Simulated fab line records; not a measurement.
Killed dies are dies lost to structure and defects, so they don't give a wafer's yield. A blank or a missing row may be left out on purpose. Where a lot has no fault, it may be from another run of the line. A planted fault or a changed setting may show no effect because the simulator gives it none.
fab line records    flow sky130
record lots=14  wafers=42  last_day=50
route steps=708 shown LDD_N@251
lots that met no fault: taken from a fault-free run of the same line
start_h: hours from the record's opening day to when the first of the lot's shown wafers began    wait_h: hours from the lot's prior step to this one    " repeats the value in the row above    L1.1+2: several wafers, shown together as one row    - either no value or no given start    * or withheld: withheld    < > ~ a bound
route shown NAME@n: names a module that has steps shown in the file, with the first one's number in the route    usual: mean/standard deviation of fault-free wafers    same: alike in all rows    chamber/n: place in a boat    sites: readings site by site    _std_site: their standard deviation    _edge_site: outer sites' mean less inner sites'    radius_mm: how far each site lies from the wafer's centre    mask NAME#n: copy n    behind: the last tool/chamber to shape the wafer    hold: why the lot was held/for how many hours/how that ended    device: the transistor (n, p or np) that didn't switch    end of line: tests of these same wafers at the route's end    where a step has no rows: the recipe by itself    killed: dies that structure and defects cost at the first sort, which is not the same as the wafer's yield    map: shows each die of a wafer: x if killed, . if not, _ if none is there
set.NAME: the setting as run; set.NAME@STEP: as run at that earlier step    model.NAME: the simulator's own value behind a step, which no gauge read
a sample of lots followed through the steps of the route, with each step as a table and each wafer as a row
services: the hour from which a tool's chamber was out of use, counted from the record's first day as start_h (under 0 if before that day), plus the number of hours and why
## steps
# step SKY_LDD_N_IMPLANT_14
# recipe species=BF2  energy_kev=50  dose_cm2=5e+12  tilt_deg=30  rotation_deg=180
# usual beam_energy_keV=49.999/0.017  dose_ions_cm2=5.001e+12/5.3e+09  faraday_current_uA=28.3/0.52
lot.wafer  tool          chamber  start_h  wait_h  beam_energy_keV  dose_ions_cm2  faraday_current_uA
L984.4     implanter-03  0        388.76   0.1     50.005           4.998e+12      28.6
L984.5     "             0        "        "       50.023           4.988e+12      29.1
L984.6     "             0        "        "       50.019           4.997e+12      29.1
L985.3     implanter-03  0        397.11   0.1     50.042           4.997e+12      27.9
L985.4     "             0        "        "       50.013           4.991e+12      28.0
L985.5     "             0        "        "       50.018           4.995e+12      28.9
L986.3     implanter-01  0        412.75   0.1     50.018           4.997e+12      27.4
L986.5     "             0        "        "       50.015           4.989e+12      28.0
L986.6     "             0        "        "       50.016           5.004e+12      27.6
L987.3     implanter-04  0        421.05   0.1     49.980           5e+12          28.7
L987.4     "             0        "        "       49.995           5.002e+12      28.5
L987.6     "             0        "        "       49.995           4.999e+12      28.2
L988.2     implanter-03  0        430.88   0.1     50.016           5.011e+12      28.4
L988.4     "             0        "        "       49.993           5.004e+12      28.8
L988.6     "             0        "        "       50.000           4.995e+12      28.5
L989.1     implanter-04  0        437.14   0.1     49.993           5.007e+12      28.1
L989.5     "             0        "        "       50.010           5.004e+12      28.2
L989.6     "             0        "        "       49.985           5e+12          28.7
L992.3     implanter-03  0        471.19   0.1     50.024           4.99e+12       28.1
L992.4     "             0        "        "       50.002           5.006e+12      29.5
L992.6     "             0        "        "       49.996           4.998e+12      27.9
L994.3     implanter-01  0        510.75   0.1     50.000           5.005e+12      28.6
L994.4     "             0        "        "       49.973           5.007e+12      27.9
L994.5     "             0        "        "       49.992           4.999e+12      28.0
L996.1     implanter-01  0        517.60   0.1     50.002           4.997e+12      27.8
L996.4     "             0        "        "       50.025           5e+12          27.9
L996.5     "             0        "        "       50.009           5.013e+12      27.4
L100.1     implanter-04  0        550.54   0.1     49.983           5.006e+12      28.8
L100.2     "             0        "        "       50.011           4.99e+12       27.8
L100.4     "             0        "        "       50.033           4.996e+12      28.4
L101.1     implanter-01  0        558.76   0.1     50.016           4.803e+12      28.2
L101.4     "             0        "        "       50.002           4.803e+12      27.3
L101.6     "             0        "        "       50.010           4.8e+12        27.2
L103.3     implanter-03  0        569.43   0.1     50.004           4.996e+12      28.5
L103.4     "             0        "        "       50.000           5.003e+12      28.1
L103.6     "             0        "        "       50.016           5.008e+12      28.5
L106.2     implanter-01  0        592.27   0.1     49.992           4.807e+12      27.7
L106.4     "             0        "        "       49.969           4.805e+12      27.0
L106.6     "             0        "        "       49.984           4.799e+12      26.6
L107.1     implanter-04  0        595.28   0.1     50.010           5.011e+12      27.5
L107.4     "             0        "        "       50.000           4.998e+12      28.7
L107.6     "             0        "        "       50.003           5.001e+12      27.8
## services
tool          chamber  start_h  hours  kind
implanter-04  -        387.75   2.7    repair
implanter-04  -        400.65   1.7    repair
implanter-04  -        416.44   3.4    pm
implanter-03  -        427.16   1.8    repair
implanter-01  -        431.83   2.7    repair
implanter-04  -        444.44   2.9    repair
implanter-04  -        564.65   0.5    repair
implanter-04  -        588.23   1.9    repair
## key
first_sign step=SKY_LDD_N_IMPLANT_14  reading=dose_ions_cm2  direction=down  sigmas=37  usual=*  struck=*
effect step=SKY_LDD_N_IMPLANT_14  reading=faraday_current_uA  direction=down  sigmas=1.8  usual=28.3  struck=27.3
met_at SKY_LDD_N_IMPLANT_14
struck_lots L101,L106
tester_left_out L101,L106
onset_between 517.60 558.76
fault kind=process_parameter_drift  tool=implanter-01  chamber=-  onset_h=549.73  steps=SKY_LDD_N_IMPLANT_14  channel=dose_cm2  offset=*  shape=step  end_h=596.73  acts_in=*  stated=*
# tester_left_out: of these lots the tester's yield and bins aren't shown, on N5 and GAA mostly nor the transistor test; their killed dies are dies lost to structure and defects alone, not to doping, threshold or leakage, so they don't give the yield
